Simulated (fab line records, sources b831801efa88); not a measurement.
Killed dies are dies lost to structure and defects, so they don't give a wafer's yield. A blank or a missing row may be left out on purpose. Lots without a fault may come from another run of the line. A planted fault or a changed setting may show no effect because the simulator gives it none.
Which tool did it? | flow gf180mcu | 6 lots, 18 wafers sampled, at 2 steps of a route of 602

WHAT THE GAUGES READ, wafer by wafer
GF_CONTACT_CD_MEAS_14: target cd 220 nm.
lot  | measured     | on        | cd_nm (nm)
L204 | day 17 20:28 | cd_sem-01 | 222.5 220.9 222.3
L207 | day 19 00:34 | cd_sem-02 | 219.5 220.3 219.3
L211 | day 20 05:14 | cd_sem-02 | 217.5 219.3 217.8
L214 | day 21 10:09 | cd_sem-02 | 219.2 220.3 220.1
L222 | day 24 00:58 | cd_sem-01 | 220.0 221.5 219.9
L223 | day 24 11:15 | cd_sem-01 | 218.8 220.2 219.6

WHICH TOOL RAN EACH LOT (tool, then ch and the chambers of the sampled wafers, then the start)
lot  | GF_CONTACT_CVD_02
L204 | pecvd-02 ch 1,2, day 16 20:30
L207 | pecvd-04 ch 0,1, day 18 00:07
L211 | pecvd-01 ch 1,2, day 19 02:55
L214 | pecvd-02 ch 0,1,2, day 20 08:36
L222 | pecvd-02 ch 0,1,2, day 23 01:33
L223 | pecvd-02 ch 0,1,2, day 23 11:39
- GF_CONTACT_CVD_02: deposits SiO2 from TEOS, target thk 860 nm, time 95.992 s.

THE ANSWER, worked out from the rows above alone
Rule: what is usual is taken from the lots themselves. Put in order of their means at a reading, lots are off if they are a third of the lots or fewer, leave a main group of 4 or more, and stand apart from it by a gap of 3 or more times the standard deviation of the main group's means; of several such gaps the widest counts. A main group whose means are all the same, to the digits that the tables above print for the reading, isn't used. A lot without any number at a reading at which 4 lots or more have one is off too. The other lots that the step has rows for count as sound.
No lot is off at any reading shown: from this, nothing can be told.

WHAT THE SIMULATOR HAD PUT IN
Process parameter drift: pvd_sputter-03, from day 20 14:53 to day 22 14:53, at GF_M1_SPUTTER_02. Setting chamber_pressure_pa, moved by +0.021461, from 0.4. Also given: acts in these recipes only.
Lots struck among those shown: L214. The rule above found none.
